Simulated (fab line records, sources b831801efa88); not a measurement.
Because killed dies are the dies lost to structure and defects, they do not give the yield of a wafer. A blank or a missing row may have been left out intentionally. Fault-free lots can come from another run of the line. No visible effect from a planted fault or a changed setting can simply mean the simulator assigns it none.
One fault through the eyes of 2 desks    flow gf180mcu    each desk holds nothing but its own numbers, with what lay behind them at the end

== TOOL OWNER'S DESK, pecvd-02 ==
The tool's own readings at GF_MIM_CVD_05 (deposits Si3N4, target thk 42 nm, time 29.086 s): means of the sampled wafers that have a number, for each lot that ran on this tool. The brackets show how far a lot's mean lies from the usual mean; more than 4 standard deviations puts the lot out of limits, marked OUT.
Columns: A = heater_power_w at GF_MIM_CVD_05, usual 618 W
lot   first seen here  A
L960  day 24 13:07     667
L973  day 28 22:29     645
L982  day 31 02:42     584
This desk's finding: nothing out of limits on any of the 3 lots.

== METROLOGY DESK ==
What the gauges read, lot by lot, whatever tool the lot ran on: means of the sampled wafers that have a number. The brackets show how far a lot's mean lies from the usual mean; more than 4 standard deviations puts the lot out of limits, marked OUT.
Columns: A = MIM_CVD_05_THK at GF_MIM_THK_MEAS_06, usual 42.0 nm
lot   first seen here  A
L960  day 24 13:08     42.6
L961  day 24 19:20     42.0
L962  day 25 05:22     42.3
L963  day 25 17:46     41.1
L964  day 25 23:58     41.9
L965  day 26 08:30     42.2
L966  day 26 18:28     42.2
L973  day 28 22:32     42.9
L978  day 30 01:44     41.5
L980  day 30 18:49     41.3
L982  day 31 02:44     42.1
L983  day 31 11:10     41.9
This desk's finding: nothing out of limits on any of the 12 lots.

== BROUGHT TOGETHER ==
The desk of the tool owner found nothing out of limits.
The metrology desk saw nothing out of limits.

== WHAT THE SIMULATOR HAD PUT IN ==
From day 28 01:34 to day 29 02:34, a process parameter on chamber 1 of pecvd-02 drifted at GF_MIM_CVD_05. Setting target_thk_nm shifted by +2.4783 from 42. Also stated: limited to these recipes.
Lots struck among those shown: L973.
